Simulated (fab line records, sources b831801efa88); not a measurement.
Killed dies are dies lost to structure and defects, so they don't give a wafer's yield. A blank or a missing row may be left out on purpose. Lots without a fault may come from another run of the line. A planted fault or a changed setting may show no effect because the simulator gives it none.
Problem report in the 8D (eight disciplines) form, filled by code | flow gf180mcu | the parts of the form that need people (team, actions taken, sign-off) are left out

1. THE PROBLEM
plate_temp_C at GF_PASSIVATION_SOFTBAKE_07 reads a mean of 107.31 C on 6 wafers of 2 lots; wafers without a fault read 110.00 C with a standard deviation of 0.11. That is -25 standard deviations from the usual mean.
First seen on wafer L530.2, day 32 23:48, on litho_track-04. The record holds 42 wafers of 14 lots with a number at this step. Rule for "out", or "out of limits": more than 4 standard deviations from the usual mean. The other wafers with a number count as sound.

2. WHAT IT IS AND WHAT IT IS NOT
question                    | is                                 | is not
which readings at this step | plate_temp_C, heater_power_total_W | -
which lots                  | L530, L534                         | L514, L515, L516, L517, L518, L522, L523, L524, L525, L526, L527, L528
which wafers of those lots  | all that have a number             | -
read on which tools         | litho_track-04                     | litho_track-01, litho_track-02
when                        | from day 32 23:48                  | up to then (36 sound wafers)

3. SUSPECTS, AND WHAT RULES EACH OUT
Counting: a tool at a process step up to the reading stays a suspect if it ran every lot that is out and no sound lot after the first of them.
- litho_track-04 at GF_PASSIVATION_SOFTBAKE_07: kept. It ran every lot that is out, first L530 (day 32 23:48), and no sound lot after that; its last sound lot up to then is L527 (day 32 01:37). Its own readings are out on those wafers: heater_power_total_W, plate_temp_C.
Left after counting: litho_track-04 at GF_PASSIVATION_SOFTBAKE_07.

4. THE CAUSE (what the simulator had put in)
Process parameter drift: litho_track-04, from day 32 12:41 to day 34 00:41, at GF_PASSIVATION_SOFTBAKE_07. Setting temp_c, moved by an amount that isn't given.
Counting left only this tool.

5. THE CHAIN OF EFFECTS, in route order
Each row: a reading whose mean over the struck wafers that have a number lies more than 3 standard deviations from the usual. Only readings for which the record gives a usual standard deviation are gone through. hours: the time from each lot's start at the first step in this table that gives one to its start at this step, as a median over the lots. sigmas: the change in usual standard deviations.
hours | step                       | reading              | usual    | on struck wafers | change | sigmas
0     | GF_PASSIVATION_SOFTBAKE_07 | heater_power_total_W | 65.31 W  | 63.26            | -2.05  | -16
0     | GF_PASSIVATION_SOFTBAKE_07 | plate_temp_C         | 110.00 C | 107.31           | -2.69  | -25
The process steps in it:
- GF_PASSIVATION_SOFTBAKE_07

6. WHAT WOULD HAVE CAUGHT IT SOONER
In this record the first reading out of limits was taken at day 32 23:48, 11 hours after the fault began at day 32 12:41.
